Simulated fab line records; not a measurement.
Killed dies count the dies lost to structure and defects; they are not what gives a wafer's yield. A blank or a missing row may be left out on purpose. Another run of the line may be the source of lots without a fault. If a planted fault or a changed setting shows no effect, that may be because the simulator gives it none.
Which tool is to blame? :: flow gf180mcu :: 39 wafers from 13 lots sampled at 2 of the route's 602 steps

== WHAT EACH GAUGE READ, for each wafer ==
GF_M2_OVL_MEAS_15.
lot: L267
measured: day 19 07:34
on: overlay-01
M2_OVL (nm): -1 0 0

lot: L268
measured: day 19 16:25
on: overlay-01
M2_OVL (nm): 14 12 17

lot: L270
measured: day 20 10:53
on: overlay-02
M2_OVL (nm): 2 -3 -7

lot: L271
measured: day 20 21:58
on: overlay-02
M2_OVL (nm): 14 9 16

lot: L273
measured: day 21 15:12
on: overlay-01
M2_OVL (nm): 4 7 2

lot: L274
measured: day 22 03:22
on: overlay-01
M2_OVL (nm): 7 13 9

lot: L279
measured: day 23 22:58
on: overlay-02
M2_OVL (nm): -3 -8 -1

lot: L280
measured: day 24 10:01
on: overlay-02
M2_OVL (nm): 10 7 8

lot: L285
measured: day 26 01:07
on: overlay-01
M2_OVL (nm): 8 8 4

lot: L286
measured: day 26 03:37
on: overlay-02
M2_OVL (nm): -2 6 3

lot: L288
measured: day 26 15:13
on: overlay-02
M2_OVL (nm): 13 14 9

lot: L289
measured: day 27 00:24
on: overlay-01
M2_OVL (nm): 2 -2 -2

lot: L290
measured: day 27 11:04
on: overlay-02
M2_OVL (nm): 10 15 8

== WHICH TOOL RAN EACH LOT (tool, then ch and the chambers of the sampled wafers, then the start) ==
lot: L267
GF_V1_SPUTTER_22: pvd sputter-03, day 18 06:15

lot: L268
GF_V1_SPUTTER_22: pvd sputter-04, day 18 14:55

lot: L270
GF_V1_SPUTTER_22: pvd sputter-04, day 19 08:55

lot: L271
GF_V1_SPUTTER_22: pvd sputter-03, day 19 20:16

lot: L273
GF_V1_SPUTTER_22: pvd sputter-03, day 20 13:31

lot: L274
GF_V1_SPUTTER_22: pvd sputter-03, day 21 01:47

lot: L279
GF_V1_SPUTTER_22: pvd sputter-03, day 22 22:44

lot: L280
GF_V1_SPUTTER_22: pvd sputter-04, day 23 10:07

lot: L285
GF_V1_SPUTTER_22: pvd sputter-03, day 25 02:28

lot: L286
GF_V1_SPUTTER_22: pvd sputter-01, day 25 05:55

lot: L288
GF_V1_SPUTTER_22: pvd sputter-01, day 25 17:31

lot: L289
GF_V1_SPUTTER_22: pvd sputter-01, day 26 03:14

lot: L290
GF_V1_SPUTTER_22: pvd sputter-03, day 26 13:22
- GF_V1_SPUTTER_22: material TiN, target thk 10 nm, time 40 s.

== AS READ BY THE TOOLS THEMSELVES (means over the sampled wafers that have a number; for cases with no such wafer, the mark the record gives instead) ==
GF_V1_SPUTTER_22.
lot: L267
tool: pvd sputter-03
throttle valve pct (%): 29.7

lot: L268
tool: pvd sputter-04
throttle valve pct (%): 29.4

lot: L270
tool: pvd sputter-04
throttle valve pct (%): 29.8

lot: L271
tool: pvd sputter-03
throttle valve pct (%): 29.7

lot: L273
tool: pvd sputter-03
throttle valve pct (%): 29.3

lot: L274
tool: pvd sputter-03
throttle valve pct (%): 29.2

lot: L279
tool: pvd sputter-03
throttle valve pct (%): 29.6

lot: L280
tool: pvd sputter-04
throttle valve pct (%): 29.5

lot: L285
tool: pvd sputter-03
throttle valve pct (%): 29.6

lot: L286
tool: pvd sputter-01
throttle valve pct (%): 29.8

lot: L288
tool: pvd sputter-01
throttle valve pct (%): 29.7

lot: L289
tool: pvd sputter-01
throttle valve pct (%): 29.7

lot: L290
tool: pvd sputter-03
throttle valve pct (%): 29.5

== THE ANSWER, worked out from the rows above alone ==
Rule: the lots themselves supply what counts as usual. The widest of any qualifying gaps counts: lots, ordered by their means at a reading, are off when they make up no more than a third of the lots, leave a main group of 4 or more, and stand apart from it by 3 or more times the standard deviation of that group's means. The tables above print the reading to a certain number of digits; a main group whose means all agree to those digits is not used. Also off: a lot with no number at a reading for which 4 or more lots have one. Where the step has rows for the other lots, those lots are counted as sound. First the gauges in route order, then the tools' own readings, where a lot's mean is used as printed above. At the first step where some lot is off, the reading lying furthest off is the one used; lots without a number count as furthest.
Nothing can be told from this: no lot is off at any reading shown.

== WHAT HAD BEEN PUT IN BY THE SIMULATOR ==
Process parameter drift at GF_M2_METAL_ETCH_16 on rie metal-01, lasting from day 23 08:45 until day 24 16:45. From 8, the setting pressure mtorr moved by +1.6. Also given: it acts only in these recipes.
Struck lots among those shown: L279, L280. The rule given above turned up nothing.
